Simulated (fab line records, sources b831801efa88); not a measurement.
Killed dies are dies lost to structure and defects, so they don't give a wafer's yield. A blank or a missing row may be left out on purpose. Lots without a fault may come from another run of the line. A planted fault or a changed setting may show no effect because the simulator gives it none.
Which tool did it? | flow sky130 | 9 lots, 27 wafers sampled, at 3 steps of a route of 708

WHAT THE GAUGES READ, wafer by wafer
SKY_METAL1_RS_MEAS_05: measures by four-point-probe.
lot  | measured     | on            | METAL1_ALCU_RS (ohm/sq)
L547 | day 31 10:07 | film_metro-01 | 0.1271 0.1260 0.1262
L549 | day 32 09:02 | film_metro-03 | 0.1248 0.1262 0.1253
L554 | day 34 06:17 | film_metro-03 | 0.1264 0.1259 0.1269
L558 | day 35 13:14 | film_metro-01 | 0.1254 0.1266 0.1282
L560 | day 36 00:26 | film_metro-01 | 0.1273 0.1261 0.1255
L562 | day 36 20:20 | film_metro-01 | 0.1237 0.1956 0.1249 0.1238 0.1954 0.1251
L564 | day 37 13:34 | film_metro-04 | 0.1283 0.1294 0.1262
L565 | day 37 14:26 | film_metro-01 | 0.1278 0.1286 0.1293
L570 | day 39 09:04 | film_metro-04 | 0.1253 0.1265 0.1254

WHICH TOOL RAN EACH LOT (tool, then ch and the chambers of the sampled wafers, then the start)
lot  | SKY_CONTACT_CMP_27            | SKY_METAL1_SPUTTER_02
L547 | cmp-02 ch 0,3, day 31 09:41   | pvd_sputter-01, day 31 10:02
L549 | cmp-01 ch 0,2,3, day 32 08:38 | pvd_sputter-01, day 32 08:56
L554 | cmp-01 ch 0,2, day 34 05:52   | pvd_sputter-03, day 34 06:10
L558 | cmp-02 ch 2,3, day 35 12:50   | pvd_sputter-03, day 35 13:08
L560 | cmp-01 ch 1,2,3, day 36 00:00 | pvd_sputter-04, day 36 00:21
L562 | cmp-01 ch 0,2,3, day 36 20:00 | pvd_sputter-01, day 36 20:15
L564 | cmp-02 ch 0,2, day 37 13:08   | pvd_sputter-04, day 37 13:26
L565 | cmp-01 ch 0,3, day 37 14:02   | pvd_sputter-04, day 37 14:20
L570 | cmp-02 ch 1,3, day 39 08:34   | pvd_sputter-01, day 39 08:55
- SKY_CONTACT_CMP_27: polishes, stops on SiO2, t overpolish 15 s, target thk 0 nm.
- SKY_METAL1_SPUTTER_02: material AlCu, target thk 250 nm, time 13.3 s.

THE ANSWER, worked out from the rows above alone
Rule: what is usual is taken from the lots themselves. Put in order of their means at a reading, lots are off if they are a third of the lots or fewer, leave a main group of 4 or more, and stand apart from it by a gap of 3 or more times the standard deviation of the main group's means; of several such gaps the widest counts. A main group whose means are all the same, to the digits that the tables above print for the reading, isn't used. A lot without any number at a reading at which 4 lots or more have one is off too. The other lots that the step has rows for count as sound.
Off: L562, at SKY_METAL1_RS_MEAS_05 (METAL1_ALCU_RS). The main group: mean 0.1267 ohm/sq, standard deviation 0.001.
A tool fits if, at a process step before that reading, it ran every lot that is off, and no sound lot after the first of them. The gauges at SKY_METAL1_RS_MEAS_05 are tried like those tools. None of those tried fits.

WHAT THE SIMULATOR HAD PUT IN
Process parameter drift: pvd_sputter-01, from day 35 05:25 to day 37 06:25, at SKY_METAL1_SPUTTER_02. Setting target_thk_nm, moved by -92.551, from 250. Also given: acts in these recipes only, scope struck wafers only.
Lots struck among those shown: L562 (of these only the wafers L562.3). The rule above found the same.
